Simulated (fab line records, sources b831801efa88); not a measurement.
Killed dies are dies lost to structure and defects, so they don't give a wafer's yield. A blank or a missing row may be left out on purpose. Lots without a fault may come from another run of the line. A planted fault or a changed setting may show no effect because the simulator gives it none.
A struck lot beside a sound one | flow sky130 | 37 steps out of a route of 708
Sound: wafers L678.1, L678.4, L678.5. Struck: wafers L685.3, L685.4, L685.5. The cause comes at the end.
At each step with rows: each side's tool, then ch and its chambers, then its first start. Under that, the readings that differ: sound wafers | struck wafers | difference of the means | sigmas: that difference in standard deviations of wafers without a fault.
alike: readings whose means differ by less than 2 such deviations, and words and numbers that are the same on both sides. not compared: withheld readings, readings that some wafer has no value for, bounds like >300 that may hide the same value, and numbers for which the record gives no deviation and whose values overlap.
The two part at a step that has a row with sigmas, a row that says differs or no value, or rows on one side only. Numbers that don't overlap but have no deviation are shown without sigmas and don't part them. A reading that every wafer of one side lacks parts them only if that side has two wafers or more.

first, 10 steps without rows for these wafers: SKY_VIA2_CLEAN_18 (cleans in IPA, time 180 s); SKY_VIA2_CLEAN_19 (cleans in O3/DIW); SKY_VIA2_SPUTTER_20 (material TiN, target thk 20 nm, time 80 s); SKY_VIA2_CVD_21 (deposits W, target thk 420 nm, time 126.4 s); SKY_VIA2_CMP_24 (polishes, stops on SiO2, t overpolish 20 s, target thk 0 nm); SKY_METAL3_SPUTTER_00 (material Ti, target thk 15 nm, time 10 s); SKY_METAL3_SPUTTER_01 (material TiN, target thk 20 nm, time 16.7 s); SKY_METAL3_SPUTTER_02 (material AlCu, target thk 735 nm, time 39.1 s); SKY_METAL3_SPUTTER_03 (material Ti, target thk 5 nm, time 3.3 s); SKY_METAL3_SPUTTER_04 (material TiN, target thk 70 nm, time 58.3 s).
SKY_CAPM_CVD_00: deposits SiO2, target thk 15.5 nm.
  sound on pecvd-02 ch 1,2, day 37 20:07; struck on pecvd-02 ch 1,2, day 40 16:04
  reading                               | sound             | struck            | difference | sigmas
  model.SiO2_of_CAPM_CVD_00.thk_nm (nm) | 15.43 15.59 15.55 | 8.908 8.978 8.614 | -6.690     |
  alike: heater_power_w
SKY_CAPM_THK_MEAS_01:
  sound on film_metro-04, day 37 20:10; struck on film_metro-03, day 40 16:07
  reading              | sound             | struck         | difference | sigmas
  CAPM_CVD_00_THK (nm) | 15.39 15.56 15.54 | 8.88 8.91 8.59 | -6.70      | -28
then, 23 steps without rows for these wafers: SKY_CAPM_SPUTTER_02 (material TiN, target thk 200 nm, time 166.7 s); SKY_CAPM_DEHYDRATE_05 (time 60 s); SKY_CAPM_HMDS_06 (prime time 60 s); SKY_CAPM_COAT_07 (resist thk 1140 nm); SKY_CAPM_SOFTBAKE_08 (time 60 s); SKY_CAPM_EXPOSE_09 (exposes mask CAPM, target cd 1000 nm); SKY_CAPM_PEB_10; SKY_CAPM_DEVELOP_11 (develop time 60 s); SKY_CAPM_METAL_ETCH_13 (etches TiN in Cl2/BCl3, stops on SiO2, target depth 220 nm, time 62.9 s); SKY_CAPM_STRIP_14 (strips in O2/N2); SKY_CAPM_STRIP_15 (strips in post etch residue remover, time 1200 s); SKY_CAPM_CLEAN_16 (cleans in IPA, time 180 s); SKY_CAPM_CLEAN_17 (cleans in O3/DIW); SKY_METAL3_DEHYDRATE_05 (time 60 s); SKY_METAL3_HMDS_06 (prime time 60 s); SKY_METAL3_COAT_07 (resist thk 60 nm); SKY_METAL3_COAT_08 (resist thk 1140 nm); SKY_METAL3_SOFTBAKE_09 (time 90 s); SKY_METAL3_EXPOSE_10 (exposes mask MM3, target cd 300 nm); SKY_METAL3_PEB_11; SKY_METAL3_DEVELOP_12 (develop time 62.14 s); SKY_METAL3_DESCUM_15 (chemistry O2, time 8 s); SKY_METAL3_ETCH_16 (etches BARC in N2/H2, stops on SiO2, time 88.2 s, target depth 60 nm).
-- the record jumps here: 2 days lie between the struck wafers' starts before and after --
SKY_METAL3_ETCH_17: etches SiO2 in C4F8/O2/Ar, stops on TiN, time 3.9 s, target depth 15 nm.
  sound on rie_diel-01 ch 1,3, day 40 00:08; struck on rie_diel-01 ch 0,3, day 42 17:26
  reading                  | sound             | struck            | difference | sigmas
  oes_product_au (a.u.)    | 0.757 0.751 0.757 | 0.596 0.592 0.579 | -0.166     | -23
  model.etch.depth_nm (nm) | 15.43 15.59 15.55 | 8.908 8.978 8.614 | -6.690     |
  not compared: rf_hours_counter_h
-- the record jumps here: 6 days lie between the struck wafers' starts before and after (it left off in module METAL3 and takes up again in module PAD_OPEN, whose first step shown is number 708 of the route) --
SKY_PAD_OPEN_PROBE_99:
  sound on prober-02, day 47 01:37; struck on prober-02, day 49 04:31
  reading                               | sound                | struck                        | difference | sigmas
  model.etest.tester.sort_n_pass        | 418 414 416          | 0 0 0                         | -416       |
  model.etest.tester.sort_yield_pct (%) | 84.96 84.15 84.55    | 0 0 0                         | -85        |
  model.etest.tester.sort_bin_5_pct (%) | 8.13 8.13 8.943      | 94.11 90.24 92.48             | +83.88     |
  model.etest.cap_mim.bv_v (V)          | 13.57 13.94 13.56    | 8.103 7.923 7.632             | -5.804     |
  model.etest.cap_mim.leak_log10_a_cm2  | -8.923 -9.043 -9.038 | -6.028 -5.846 -5.731          | +3.133     |
  model.etest.cap_mim.c_ff_um2          | 2.357 2.325 2.352    | 4.067 4.053 4.186             | +1.757     |
  model.etest.tester.sort_bin_4_pct (%) | 0 0 0                | 2.113e-07 3.659e-06 0.0002446 | +8.282e-05 |
  model.etest.tester.sort_bin_8_pct (%) | 0 0 0                | 7.503e-27 2.843e-26 3.046e-30 | +1.198e-26 |
  alike: defect_limited_yield, killed_at_M0_to_M3, killed_at_M4_up, killed_at_contacts, killed_at_front_end, killed_at_other, killed_dies, killed_open, killed_short

WHERE THEY PART
First at SKY_CAPM_THK_MEAS_01; last, within this record, at SKY_METAL3_ETCH_17. Later steps at which nothing parts them and some readings are alike: SKY_PAD_OPEN_PROBE_99.

WHY: what the simulator had put in
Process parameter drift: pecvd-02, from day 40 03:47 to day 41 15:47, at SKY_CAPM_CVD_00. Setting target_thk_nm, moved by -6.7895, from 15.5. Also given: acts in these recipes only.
